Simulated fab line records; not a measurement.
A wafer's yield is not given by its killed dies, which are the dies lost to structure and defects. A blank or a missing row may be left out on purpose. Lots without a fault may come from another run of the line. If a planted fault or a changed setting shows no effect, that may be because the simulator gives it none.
What tool caused it?	flow sky130	15 lots, 45 wafers sampled, at 4 steps of a route of 708

WHAT EACH GAUGE READ, for each wafer
SKY_POLY_CUT_CD_MEAS_08: the cd target is 270 nm.
lot	measured	on	cd_nm (nm)
L448	day 24 08:31	cd_sem-01	268.9 269.8 272.2
L449	day 24 15:23	cd_sem-01	269.3 270.1 268.1
L452	day 25 23:13	cd_sem-01	269.9 270.0 269.7
L453	day 26 22:13	cd_sem-02	271.9 271.9 272.9
L455	day 27 03:46	cd_sem-02	270.2 271.2 271.7
L456	day 27 11:28	cd_sem-02	269.6 268.9 268.7
L457	day 27 18:46	cd_sem-01	272.7 271.3 270.9
L458	day 28 02:59	cd_sem-02	268.3 268.0 267.8
L459	day 28 16:10	cd_sem-01	269.6 269.7 268.7
L461	day 29 01:43	cd_sem-01	267.8 268.7 269.4
L462	day 29 17:51	cd_sem-01	269.9 270.6 271.4
L465	day 30 09:40	cd_sem-01	269.7 269.2 269.2
L468	day 31 02:55	cd_sem-01	269.7 270.9 268.7
L470	day 31 14:55	cd_sem-01	272.5 273.0 272.4
L469	day 31 16:11	cd_sem-02	270.1 269.8 270.7

SKY_SD_P_OVL_MEAS_08.
lot	measured	on	SD_P_OVL (nm)
L448	day 25 13:56	overlay-02	-0.2 -3.0 -0.7
L449	day 25 20:50	overlay-01	-2.1 -1.0 -1.2
L452	day 27 04:08	overlay-02	1.0 0.2 0.4
L453	day 28 03:23	overlay-02	1.0 0.4 -0.3
L455	day 28 07:47	overlay-01	-0.1 0.9 -1.6
L456	day 28 16:35	overlay-02	-0.8 -0.8 -0.8
L457	day 28 23:31	overlay-02	1.0 0.7 0.9
L458	day 29 06:34	overlay-02	-0.9 -0.9 2.1
L459	day 29 19:56	overlay-02	1.1 1.1 0.1
L461	day 30 06:19	overlay-01	-1.0 0.3 0.4
L462	day 30 21:57	overlay-02	-1.1 -0.1 -0.7
L465	day 31 13:17	overlay-02	-0.7 2.8 0.0
L468	day 32 05:47	overlay-02	-0.2 -2.9 0.3
L470	day 32 17:45	overlay-01	0.6 -2.9 -1.0
L469	day 32 19:12	overlay-01	-2.7 -4.6 -3.0

SKY_RES_XHIGH_TW_MEAS_09.
lot	measured	on	RES_XHIGH_TW
L448	day 26 19:24	film_metro-03	1641 1643 1626
L449	day 27 01:49	film_metro-03	1643 1639 1644
L452	day 28 09:22	film_metro-03	1643 1639 1636
L453	day 29 08:19	film_metro-01	1673 1668 1679
L455	day 29 12:26	film_metro-02	1669 1663 1664
L456	day 29 20:40	film_metro-03	1629 1627 1629
L457	day 30 03:21	film_metro-01	1680 1684 1682
L458	day 30 10:37	film_metro-01	1674 1683 1679
L459	day 31 00:10	film_metro-01	1673 1670 1679
L461	day 31 10:01	film_metro-01	1680 1682 1678
L462	day 32 02:11	film_metro-03	1635 1632 1640
L465	day 32 16:40	film_metro-01	1669 1667 1668
L468	day 33 09:27	film_metro-01	31 31 31
L470	day 33 20:47	film_metro-03	30 30 30
L469	day 33 21:50	film_metro-01	31 31 31

TOOL THAT RAN EACH LOT (tool first, then ch and the chambers of the sampled wafers, then the start)
lot	SKY_RES_XHIGH_DEVELOP_06
L448	litho_track-03 ch 0, day 26 19:00
L449	litho_track-03 ch 0, day 27 01:26
L452	litho_track-02 ch 0, day 28 08:58
L453	litho_track-02 ch 0, day 29 07:55
L455	litho_track-01 ch 0, day 29 12:04
L456	litho_track-02 ch 0, day 29 20:16
L457	litho_track-03 ch 0, day 30 02:57
L458	litho_track-03 ch 0, day 30 10:14
L459	litho_track-01 ch 0, day 30 23:46
L461	litho_track-01 ch 0, day 31 09:37
L462	litho_track-02 ch 0, day 32 01:47
L465	litho_track-01 ch 0, day 32 16:16
L468	litho_track-03, day 33 09:03
L470	litho_track-01, day 33 20:25
L469	litho_track-02, day 33 21:26
- SKY_RES_XHIGH_DEVELOP_06: develop time 60 s.

WHAT THE TOOLS THEMSELVES READ (means of the sampled wafers that have a number; where no wafer has one, the mark that the record gives instead)
SKY_RES_XHIGH_DEVELOP_06.
lot	tool	chill_plate_temp_C (C)
L448	litho_track-03	23.00
L449	litho_track-03	23.02
L452	litho_track-02	22.97
L453	litho_track-02	22.89
L455	litho_track-01	23.07
L456	litho_track-02	22.97
L457	litho_track-03	22.98
L458	litho_track-03	23.04
L459	litho_track-01	23.08
L461	litho_track-01	22.86
L462	litho_track-02	23.01
L465	litho_track-01	22.92
L468	litho_track-03	-
L470	litho_track-01	-
L469	litho_track-02	-

THE ANSWER, worked out from the rows above alone
Rule: usual is defined by the lots themselves. The widest of any qualifying gaps counts: lots, ordered by their means at a reading, are off when they make up no more than a third of the lots, leave a main group of 4 or more, and stand apart from it by 3 or more times the standard deviation of that group's means. Not used: any main group whose means are identical at the precision the tables above print for the reading. A lot without any number at a reading at which 4 lots or more have one is off too. The other lots that the step has rows for count as sound. After the gauges, taken in route order, come the tools' own readings; for these a lot's mean is taken, as printed above. At the first step where some lot is off, the reading lying furthest off is the one used; lots without a number count as furthest.
Off: L468, L470, L469, seen at SKY_RES_XHIGH_TW_MEAS_09 (RES_XHIGH_TW). For the main group the mean is 1659 and the standard deviation 20.
If a tool, at a process step before that reading, ran all the lots that are off and no sound lot after the first of them, it fits. Not tried: the gauges at SKY_RES_XHIGH_TW_MEAS_09; whatever is off there is also off at SKY_RES_XHIGH_DEVELOP_06, on other tools, and gauge error can't account for it. Not one of the candidates tried fits.

WHAT HAD BEEN PUT IN BY THE SIMULATOR
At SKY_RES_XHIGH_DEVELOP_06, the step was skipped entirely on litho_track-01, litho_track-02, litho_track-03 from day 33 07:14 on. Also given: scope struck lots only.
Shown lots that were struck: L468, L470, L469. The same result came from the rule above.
